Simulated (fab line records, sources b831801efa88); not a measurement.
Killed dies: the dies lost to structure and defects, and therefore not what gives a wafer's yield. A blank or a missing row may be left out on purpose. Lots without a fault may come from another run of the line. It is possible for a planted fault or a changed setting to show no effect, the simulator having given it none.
Chamber matching -- flow gf180mcu -- GF_V2_CMP_26 on cmp-02: 4 sister chambers
The step polishes, stops on SiO2, t overpolish 15 s, target thk 0 nm. 8 wafers are shown with their chamber, then 7 later ones without.

## WAFERS, EACH WITH ITS CHAMBER
wafer,chamber,motorCurrentA (A),timeToEndpointS (s)
L507.2,0,9.8,94
L507.3,3,10.1,98
L507.4,2,11.3,92
L510.1,3,10.4,94
L510.2,1,12.7,89
L510.6,1,13.1,86
L513.1,2,11.6,89
L513.5,0,10.7,93

## WAFERS WITHOUT THEIR CHAMBER
wafer,motorCurrentA (A),timeToEndpointS (s)
L513.6,13.4,86
L519.4,13.4,94
L519.5,11.5,93
L519.6,9.4,98
L524.3,11.0,91
L524.4,10.2,99
L524.5,12.1,92

## EACH ONE'S CHAMBER
wafer,from the rows above,in truth
L513.6,1,1
L519.4,1,1
L519.5,2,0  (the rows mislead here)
L519.6,can't be placed: 3 or 0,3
L524.3,can't be placed: 2 or 0 or 3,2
L524.4,can't be placed: 3 or 0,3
L524.5,can't be placed: 2 or 1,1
2 of 7 placed correctly. These rows do not allow placing 4 (true chamber among the candidates in 4). Placed wrongly: 1.
How it was worked out, from the rows above alone: a wafer's distance from a chamber is the root of the sum, over the readings, of the square of ((its reading less the chamber's mean) divided by the reading's scatter). If the next closest chamber is less than 2 further off than the closest, the wafer can't be placed; otherwise it belongs to the closest. Each chamber's mean is taken over the wafers shown for it. The scatter is the square root of a quotient: the sum, over the shown wafers, of each reading's squared deviation from its chamber's mean, divided by wafers minus chambers.
